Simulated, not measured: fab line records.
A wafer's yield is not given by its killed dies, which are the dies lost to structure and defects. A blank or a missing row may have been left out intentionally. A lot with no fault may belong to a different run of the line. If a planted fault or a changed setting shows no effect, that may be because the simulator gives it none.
Which tool did it? / flow gf180mcu / 15 lots, 42 wafers sampled, at 5 steps of a route of 602

WHAT THE GAUGES SHOWED, per wafer
The record holds no reading of a measuring or inspecting step that can be judged against a usual standard deviation.

WHAT TOOL EACH LOT RAN ON (gives the tool, then ch and the chambers of the sampled wafers, and finally the start)
lot=L648; GF_V3_SPUTTER_21=pvd_sputter-02, day 22 10:17; GF_M4_SPUTTER_04=pvd_sputter-01, day 22 11:10; GF_M4_STRIP_17=plasma_asher-02 ch 0,1, day 23 09:59; GF_V4_CMP_04=cmp-01 ch 0,1,2, day 23 11:01; GF_V4_ETCH_17=rie_diel-04 ch 0,1, no start
lot=L649; GF_V3_SPUTTER_21=pvd_sputter-02, day 22 13:11; GF_M4_SPUTTER_04=pvd_sputter-04, day 22 14:04; GF_M4_STRIP_17=plasma_asher-03 ch 0, day 23 13:35; GF_V4_CMP_04=cmp-01 ch 1,2,3, day 23 14:29; GF_V4_ETCH_17=rie_diel-01 ch 2,3, no start
lot=L650; GF_V3_SPUTTER_21=pvd_sputter-02, day 22 19:38; GF_M4_SPUTTER_04=pvd_sputter-04, day 22 20:32; GF_M4_STRIP_17=plasma_asher-01 ch 0,1, day 23 19:04; GF_V4_CMP_04=cmp-01 ch 0,1,3, day 23 19:52; GF_V4_ETCH_17=rie_diel-04 ch 1,2, no start
lot=L651; GF_V3_SPUTTER_21=pvd_sputter-02, day 23 11:38; GF_M4_SPUTTER_04=pvd_sputter-01, day 23 12:31; GF_M4_STRIP_17=plasma_asher-01 ch 0,1, day 24 10:55; GF_V4_CMP_04=cmp-01 ch 0,3, day 24 11:46; GF_V4_ETCH_17=rie_diel-04 ch 2,3, no start
lot=L652; GF_V3_SPUTTER_21=pvd_sputter-04, day 23 22:26; GF_M4_SPUTTER_04=pvd_sputter-04, day 23 23:19; GF_M4_STRIP_17=plasma_asher-01 ch 0,1, day 24 20:34; GF_V4_CMP_04=cmp-02 ch 0,2,3, day 24 21:35; GF_V4_ETCH_17=rie_diel-03 ch 1,2, no start
lot=L654; GF_V3_SPUTTER_21=pvd_sputter-03, day 24 11:05; GF_M4_SPUTTER_04=pvd_sputter-04, day 24 11:58; GF_M4_STRIP_17=plasma_asher-01 ch 0,1, day 25 10:11; GF_V4_CMP_04=cmp-02 ch 0,1,2, day 25 11:07; GF_V4_ETCH_17=rie_diel-04 ch 0,1,2, no start
lot=L655; GF_V3_SPUTTER_21=pvd_sputter-03, day 25 07:32; GF_M4_SPUTTER_04=pvd_sputter-03, day 25 08:25; GF_M4_STRIP_17=plasma_asher-02 ch 0,1, day 26 05:25; GF_V4_CMP_04=cmp-01 ch 0,3, day 26 06:10; GF_V4_ETCH_17=rie_diel-03 ch 1,3, no start
lot=L656; GF_V3_SPUTTER_21=pvd_sputter-04, day 25 07:41; GF_M4_SPUTTER_04=pvd_sputter-04, day 25 08:34; GF_M4_STRIP_17=plasma_asher-01 ch 0,1, day 26 06:13; GF_V4_CMP_04=cmp-02 ch 1,3, day 26 06:58; GF_V4_ETCH_17=rie_diel-03 ch 0,2, no start
lot=L657; GF_V3_SPUTTER_21=pvd_sputter-03, day 25 15:17; GF_M4_SPUTTER_04=pvd_sputter-01, day 25 16:10; GF_M4_STRIP_17=plasma_asher-03 ch 0,1, day 26 13:16; GF_V4_CMP_04=cmp-02 ch 0,1,3, day 26 14:10; GF_V4_ETCH_17=rie_diel-01 ch 0,1,3, no start
lot=L660; GF_V3_SPUTTER_21=pvd_sputter-04, day 26 14:21; GF_M4_SPUTTER_04=pvd_sputter-01, day 26 15:13; GF_M4_STRIP_17=plasma_asher-03 ch 0,1, day 27 11:47; GF_V4_CMP_04=cmp-02 ch 0,2, day 27 12:34; GF_V4_ETCH_17=rie_diel-01 ch 1,2, no start
lot=L664; GF_V3_SPUTTER_21=pvd_sputter-02, day 27 16:01; GF_M4_SPUTTER_04=pvd_sputter-03, day 27 16:53; GF_M4_STRIP_17=plasma_asher-02 ch 0,1, day 28 12:10; GF_V4_CMP_04=cmp-01 ch 2,3, day 28 12:57; GF_V4_ETCH_17=rie_diel-01 ch 0,2, no start
lot=L665; GF_V3_SPUTTER_21=pvd_sputter-04, day 28 02:43; GF_M4_SPUTTER_04=pvd_sputter-03, day 28 03:36; GF_M4_STRIP_17=plasma_asher-01 ch 0, day 29 07:13; GF_V4_CMP_04=cmp-01 ch 1,2, day 29 08:20; GF_V4_ETCH_17=rie_diel-04 ch 0,2, no start
lot=L666; GF_V3_SPUTTER_21=pvd_sputter-03, day 28 20:14; GF_M4_SPUTTER_04=pvd_sputter-04, day 28 21:06; GF_M4_STRIP_17=plasma_asher-01 ch 0,1, day 29 16:02; GF_V4_CMP_04=cmp-01 ch 0,3, day 29 16:58; GF_V4_ETCH_17=rie_diel-03 ch 0,1, no start
lot=L668; GF_V3_SPUTTER_21=pvd_sputter-03, day 29 07:06; GF_M4_SPUTTER_04=pvd_sputter-04, day 29 07:59; GF_M4_STRIP_17=plasma_asher-03 ch 0,1, day 30 02:49; GF_V4_CMP_04=cmp-02 ch 0,2,3, day 30 03:37; GF_V4_ETCH_17=rie_diel-01 ch 0,1,3, no start
lot=L671; GF_V3_SPUTTER_21=pvd_sputter-02, day 29 18:53; GF_M4_SPUTTER_04=pvd_sputter-04, day 29 19:53; GF_M4_STRIP_17=plasma_asher-01 ch 0,1, day 30 14:26; GF_V4_CMP_04=cmp-02 ch 0,1,3, day 30 15:14; GF_V4_ETCH_17=rie_diel-04 ch 0,1,3, no start
- GF_V3_SPUTTER_21: material Ti, target thk 15 nm, time 80.02 s.
- GF_M4_SPUTTER_04: material TiN, target thk 50 nm, time 41.7 s.
- GF_M4_STRIP_17: strips in O2/N2.
- GF_V4_CMP_04: polishes SiO2.
- GF_V4_ETCH_17: etches SiO2 in C4F8/O2/Ar, stops on TiN, target depth 630 nm.

AS READ BY THE TOOLS THEMSELVES (means over the sampled wafers that have a number; for cases with no such wafer, the mark the record gives instead)
GF_V3_SPUTTER_21. Usual: throttle_valve_pct reads 30.1 % (standard deviation 0.89).
lot=L648; tool=pvd_sputter-02; throttle_valve_pct (%)=29.6; flag=
lot=L649; tool=pvd_sputter-02; throttle_valve_pct (%)=29.8; flag=
lot=L650; tool=pvd_sputter-02; throttle_valve_pct (%)=30.2; flag=
lot=L651; tool=pvd_sputter-02; throttle_valve_pct (%)=30.3; flag=
lot=L652; tool=pvd_sputter-04; throttle_valve_pct (%)=30.1; flag=
lot=L654; tool=pvd_sputter-03; throttle_valve_pct (%)=29.9; flag=
lot=L655; tool=pvd_sputter-03; throttle_valve_pct (%)=29.8; flag=
lot=L656; tool=pvd_sputter-04; throttle_valve_pct (%)=30.1; flag=
lot=L657; tool=pvd_sputter-03; throttle_valve_pct (%)=28.6; flag=
lot=L660; tool=pvd_sputter-04; throttle_valve_pct (%)=30.6; flag=
lot=L664; tool=pvd_sputter-02; throttle_valve_pct (%)=29.4; flag=
lot=L665; tool=pvd_sputter-04; throttle_valve_pct (%)=30.2; flag=
lot=L666; tool=pvd_sputter-03; throttle_valve_pct (%)=30.6; flag=
lot=L668; tool=pvd_sputter-03; throttle_valve_pct (%)=29.5; flag=
lot=L671; tool=pvd_sputter-02; throttle_valve_pct (%)=29.8; flag=

GF_M4_SPUTTER_04. Usual: throttle_valve_pct reads 29.8 % (standard deviation 1).
lot=L648; tool=pvd_sputter-01; throttle_valve_pct (%)=29.4; flag=
lot=L649; tool=pvd_sputter-04; throttle_valve_pct (%)=29.9; flag=
lot=L650; tool=pvd_sputter-04; throttle_valve_pct (%)=29.5; flag=
lot=L651; tool=pvd_sputter-01; throttle_valve_pct (%)=28.0; flag=
lot=L652; tool=pvd_sputter-04; throttle_valve_pct (%)=30.6; flag=
lot=L654; tool=pvd_sputter-04; throttle_valve_pct (%)=29.7; flag=
lot=L655; tool=pvd_sputter-03; throttle_valve_pct (%)=29.8; flag=
lot=L656; tool=pvd_sputter-04; throttle_valve_pct (%)=30.7; flag=
lot=L657; tool=pvd_sputter-01; throttle_valve_pct (%)=28.9; flag=
lot=L660; tool=pvd_sputter-01; throttle_valve_pct (%)=29.2; flag=
lot=L664; tool=pvd_sputter-03; throttle_valve_pct (%)=30.4; flag=
lot=L665; tool=pvd_sputter-03; throttle_valve_pct (%)=30.6; flag=
lot=L666; tool=pvd_sputter-04; throttle_valve_pct (%)=30.1; flag=
lot=L668; tool=pvd_sputter-04; throttle_valve_pct (%)=30.1; flag=
lot=L671; tool=pvd_sputter-04; throttle_valve_pct (%)=30.3; flag=

GF_M4_STRIP_17. Usual: drypump_motor_current_A 5.57 A, standard deviation 0.28; heater_power_w 356 W, standard deviation 26; oes_product_au 0.557 a.u., standard deviation 0.0047; strip_time_to_endpoint_s 7.85 s, standard deviation 0.045.
lot=L648; tool=plasma_asher-02; drypump_motor_current_A (A)=5.22; heater_power_w (W)=328; oes_product_au (a.u.)=0.554; strip_time_to_endpoint_s (s)=7.85; flag=
lot=L649; tool=plasma_asher-03; drypump_motor_current_A (A)=5.84; heater_power_w (W)=340; oes_product_au (a.u.)=0.554; strip_time_to_endpoint_s (s)=7.85; flag=
lot=L650; tool=plasma_asher-01; drypump_motor_current_A (A)=5.76; heater_power_w (W)=380; oes_product_au (a.u.)=0.556; strip_time_to_endpoint_s (s)=7.84; flag=
lot=L651; tool=plasma_asher-01; drypump_motor_current_A (A)=5.64; heater_power_w (W)=382; oes_product_au (a.u.)=0.560; strip_time_to_endpoint_s (s)=7.84; flag=
lot=L652; tool=plasma_asher-01; drypump_motor_current_A (A)=5.77; heater_power_w (W)=380; oes_product_au (a.u.)=0.551; strip_time_to_endpoint_s (s)=7.81; flag=
lot=L654; tool=plasma_asher-01; drypump_motor_current_A (A)=5.64; heater_power_w (W)=381; oes_product_au (a.u.)=0.555; strip_time_to_endpoint_s (s)=7.86; flag=
lot=L655; tool=plasma_asher-02; drypump_motor_current_A (A)=5.21; heater_power_w (W)=328; oes_product_au (a.u.)=0.556; strip_time_to_endpoint_s (s)=7.91; flag=
lot=L656; tool=plasma_asher-01; drypump_motor_current_A (A)=5.76; heater_power_w (W)=382; oes_product_au (a.u.)=0.557; strip_time_to_endpoint_s (s)=7.80; flag=
lot=L657; tool=plasma_asher-03; drypump_motor_current_A (A)=5.65; heater_power_w (W)=333; oes_product_au (a.u.)=0.554; strip_time_to_endpoint_s (s)=7.81; flag=
lot=L660; tool=plasma_asher-03; drypump_motor_current_A (A)=5.66; heater_power_w (W)=334; oes_product_au (a.u.)=0.563; strip_time_to_endpoint_s (s)=7.90; flag=
lot=L664; tool=plasma_asher-02; drypump_motor_current_A (A)=5.31; heater_power_w (W)=336; oes_product_au (a.u.)=0.556; strip_time_to_endpoint_s (s)=7.92; flag=
lot=L665; tool=plasma_asher-01; drypump_motor_current_A (A)=5.88; heater_power_w (W)=382; oes_product_au (a.u.)=0.556; strip_time_to_endpoint_s (s)=7.83; flag=
lot=L666; tool=plasma_asher-01; drypump_motor_current_A (A)=5.71; heater_power_w (W)=380; oes_product_au (a.u.)=0.557; strip_time_to_endpoint_s (s)=7.82; flag=
lot=L668; tool=plasma_asher-03; drypump_motor_current_A (A)=5.46; heater_power_w (W)=334; oes_product_au (a.u.)=0.557; strip_time_to_endpoint_s (s)=7.84; flag=
lot=L671; tool=plasma_asher-01; drypump_motor_current_A (A)=5.65; heater_power_w (W)=371; oes_product_au (a.u.)=0.557; strip_time_to_endpoint_s (s)=7.79; flag=

GF_V4_CMP_04. Usual: motor_current_A 12.4 A, standard deviation 0.91; time_to_endpoint_s 83 s, standard deviation 5.1.
lot=L648; tool=cmp-01; motor_current_A (A)=12.6; time_to_endpoint_s (s)=74; flag=
lot=L649; tool=cmp-01; motor_current_A (A)=12.0; time_to_endpoint_s (s)=81; flag=
lot=L650; tool=cmp-01; motor_current_A (A)=12.1; time_to_endpoint_s (s)=78; flag=
lot=L651; tool=cmp-01; motor_current_A (A)=12.2; time_to_endpoint_s (s)=82; flag=
lot=L652; tool=cmp-02; motor_current_A (A)=12.6; time_to_endpoint_s (s)=87; flag=
lot=L654; tool=cmp-02; motor_current_A (A)=12.3; time_to_endpoint_s (s)=83; flag=
lot=L655; tool=cmp-01; motor_current_A (A)=12.5; time_to_endpoint_s (s)=80; flag=
lot=L656; tool=cmp-02; motor_current_A (A)=13.3; time_to_endpoint_s (s)=84; flag=
lot=L657; tool=cmp-02; motor_current_A (A)=12.7; time_to_endpoint_s (s)=85; flag=
lot=L660; tool=cmp-02; motor_current_A (A)=12.3; time_to_endpoint_s (s)=87; flag=
lot=L664; tool=cmp-01; motor_current_A (A)=12.4; time_to_endpoint_s (s)=30; flag=OFF
lot=L665; tool=cmp-01; motor_current_A (A)=12.3; time_to_endpoint_s (s)=56; flag=OFF
lot=L666; tool=cmp-01; motor_current_A (A)=12.1; time_to_endpoint_s (s)=27; flag=OFF
lot=L668; tool=cmp-02; motor_current_A (A)=12.4; time_to_endpoint_s (s)=81; flag=
lot=L671; tool=cmp-02; motor_current_A (A)=12.9; time_to_endpoint_s (s)=78; flag=

GF_V4_ETCH_17. Usual: oes_product_au reads 0.856 a.u. (standard deviation 0.0046).
lot=L648; tool=rie_diel-04; oes_product_au (a.u.)=0.856; flag=
lot=L649; tool=rie_diel-01; oes_product_au (a.u.)=0.858; flag=
lot=L650; tool=rie_diel-04; oes_product_au (a.u.)=0.858; flag=
lot=L651; tool=rie_diel-04; oes_product_au (a.u.)=0.851; flag=
lot=L652; tool=rie_diel-03; oes_product_au (a.u.)=0.851; flag=
lot=L654; tool=rie_diel-04; oes_product_au (a.u.)=0.859; flag=
lot=L655; tool=rie_diel-03; oes_product_au (a.u.)=0.856; flag=
lot=L656; tool=rie_diel-03; oes_product_au (a.u.)=0.864; flag=
lot=L657; tool=rie_diel-01; oes_product_au (a.u.)=0.859; flag=
lot=L660; tool=rie_diel-01; oes_product_au (a.u.)=0.856; flag=
lot=L664; tool=rie_diel-01; oes_product_au (a.u.)=0.976; flag=OFF
lot=L665; tool=rie_diel-04; oes_product_au (a.u.)=0.913; flag=OFF
lot=L666; tool=rie_diel-03; oes_product_au (a.u.)=0.972; flag=OFF
lot=L668; tool=rie_diel-01; oes_product_au (a.u.)=0.855; flag=
lot=L671; tool=rie_diel-04; oes_product_au (a.u.)=0.852; flag=

THE ANSWER, worked out from the rows above alone
Rule: a lot is off if the mean of its wafers that have a number lies more than 3 standard deviations from the usual mean. A lot without any number at a reading at which 4 lots or more have one is off too. The other lots that the step has rows for count as sound. After the gauges, taken in route order, come the tools' own readings; for these a lot's mean is taken, as printed above. The first step at which some lot is off is used, and at that step the reading that is off furthest; a lot without a number counts as furthest.
Off: L664, L665, L666, at GF_V4_CMP_04 (time_to_endpoint_s).
If a tool, at that step or one of the process steps before it, ran each lot that is off and ran no sound lot following the first of them, it fits. One fits: cmp-01 at GF_V4_CMP_04. A fault onset in the window from L655 (day 26 06:10, its last sound lot) to L664 (day 28 12:57, its first lot off) fits.
On the lots that are off, the tool's own readings at GF_V4_CMP_04 differ by more than 5 times the standard deviation of the sound lots' means, which bears it out; time_to_endpoint_s reads 38 s there versus 82 s on the sound lots.

WHAT THE SIMULATOR HAD PUT IN
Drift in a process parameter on cmp-01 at GF_V4_CMP_04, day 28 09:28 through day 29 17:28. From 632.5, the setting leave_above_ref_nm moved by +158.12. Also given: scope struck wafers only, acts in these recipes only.
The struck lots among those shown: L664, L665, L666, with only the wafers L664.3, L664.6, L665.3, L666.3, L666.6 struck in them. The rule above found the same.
